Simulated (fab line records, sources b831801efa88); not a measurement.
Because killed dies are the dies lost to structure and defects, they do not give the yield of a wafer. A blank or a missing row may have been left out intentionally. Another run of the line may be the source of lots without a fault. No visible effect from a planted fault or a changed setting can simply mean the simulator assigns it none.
A lot that was struck, set against a sound lot | flow sky130 | 26 out of 708 route steps
Sound: the wafers L453.2, L453.3, L453.5. Wafers struck: L465.1, L465.2, L465.5. Last of all comes the cause.
Per side, at each step with rows, come the tool, then ch with its chambers, and then its first start. Under that, the readings that differ: sound wafers | struck wafers | difference of the means | sigmas: that difference in standard deviations of wafers without a fault.
alike: readings with means less than 2 such deviations apart, plus words and numbers identical on both sides. not compared: withheld readings, readings lacking a value on some wafer, bounds such as >300 that could conceal the same value, and numbers that have no deviation in the record and whose values overlap.
A row with sigmas, a row that says differs or no value, or rows on one side alone: a step with any of these is where the two part. Numbers that have no deviation but don't overlap get no sigmas and don't part them. Lack of a reading on every wafer of one side parts them only where that side has two or more wafers.

SKY_LDD_N_STRIP_16: strips in O2/N2.
  sound on plasmaAsher-04 ch 0,1, day 19 15:01; struck on plasmaAsher-04 ch 0,1, day 23 06:37
  alike: chamberPressureMTorr, drypumpMotorCurrentA, oesProductAu, stripTimeToEndpointS
  not compared: rfHoursCounterH
SKY_LDD_N_TW_MEAS_17:
  sound on filmMetro-03, day 19 15:08; struck on filmMetro-04, day 23 06:43
  alike: LDD_N_TW
then, 7 steps without rows for these wafers: SKY_LDD_P_DEHYDRATE_00 (time 60 s); SKY_LDD_P_HMDS_01 (prime time 60 s); SKY_LDD_P_COAT_02 (resist thk 1140 nm); SKY_LDD_P_SOFTBAKE_03 (time 60 s); SKY_LDD_P_EXPOSE_04 (exposes mask PSDM, target cd 380 nm); SKY_LDD_P_PEB_05; SKY_LDD_P_DEVELOP_06 (develop time 60 s).
SKY_LDD_P_CD_MEAS_07 targets a cd of 380 nm.
  sound on cdSem-02, day 20 22:09; struck on cdSem-01, day 24 11:58
  alike: cdNm
SKY_LDD_P_OVL_MEAS_08:
  sound on overlay-01, day 20 22:16; struck on overlay-02, day 24 12:05
  alike: LDD_P_OVL
then, 1 step without rows for these wafers: SKY_LDD_P_IMPLANT_09.
SKY_LDD_P_STRIP_10: strips in O2/N2.
  sound on plasmaAsher-03 ch 0,1, day 20 22:26; struck on plasmaAsher-02 ch 0,1, day 24 12:16
  no value came back on the struck wafers for any of 5 readings (chamberPressureMTorr (mTorr), drypumpMotorCurrentA (A) and others); on the sound wafers chamberPressureMTorr (mTorr) reads 1500.5 1498.2 1499.0
reading                                   | sound | struck         | difference | sigmas
model.NOVOLAK_of_LDD_P_COAT_02.thkNm (nm) | 0 0 0 | 1138 1133 1140 | +1137      | 
  not compared: rfHoursCounterH
SKY_LDD_P_TW_MEAS_11:
  sound on filmMetro-02, day 20 22:33; struck on filmMetro-02, day 24 12:22
  alike: LDD_P_TW
then, 7 steps without rows for these wafers: SKY_LDD_HVN_DEHYDRATE_00 (time 60 s); SKY_LDD_HVN_HMDS_01 (prime time 60 s); SKY_LDD_HVN_COAT_02 (resist thk 300 nm); SKY_LDD_HVN_SOFTBAKE_03 (time 60 s); SKY_LDD_HVN_EXPOSE_04 (exposes mask HVNTM, target cd 700 nm); SKY_LDD_HVN_PEB_05; SKY_LDD_HVN_DEVELOP_06 (develop time 60 s).
SKY_LDD_HVN_OVL_MEAS_07:
  sound on overlay-02, day 22 05:26; struck on overlay-02, day 25 18:11
  alike: LDD_HVN_OVL
then, 1 step without rows for these wafers: SKY_LDD_HVN_IMPLANT_08.
SKY_LDD_HVN_STRIP_09: strips in O2/N2.
  sound on plasmaAsher-04 ch 0, day 22 05:37; struck on plasmaAsher-02 ch 0,1, day 25 18:23
reading                  | sound             | struck               | difference | sigmas
drypumpMotorCurrentA (A) | 6.3 6.3 6.3       | 5.2 5.2 5.2          | -1.1       | -2
oesProductAu (a.u.)      | 0.409 0.404 0.407 | 0.717 0.719 0.724    | +0.313     | +71
stripTimeToEndpointS (s) | 4.136 4.156 4.135 | 21.738 21.658 21.770 | +17.580    | +99 or more
  alike: chamberPressureMTorr
  not compared: rfHoursCounterH
SKY_LDD_HVN_TW_MEAS_10:
  sound on filmMetro-04, day 22 05:44; struck on filmMetro-02, day 25 18:29
reading    | sound          | struck   | difference | sigmas
LDD_HVN_TW | 1457 1453 1455 | 30 30 30 | -1425      | -75
then, 1 step without rows for these wafers: SKY_LDD_HVP_DEHYDRATE_00 (time 60 s).

== WHERE THEY PART ==
Earliest at SKY_LDD_P_STRIP_10; latest, in this record, at SKY_LDD_HVN_TW_MEAS_10.

WHY: what had been put in by the simulator
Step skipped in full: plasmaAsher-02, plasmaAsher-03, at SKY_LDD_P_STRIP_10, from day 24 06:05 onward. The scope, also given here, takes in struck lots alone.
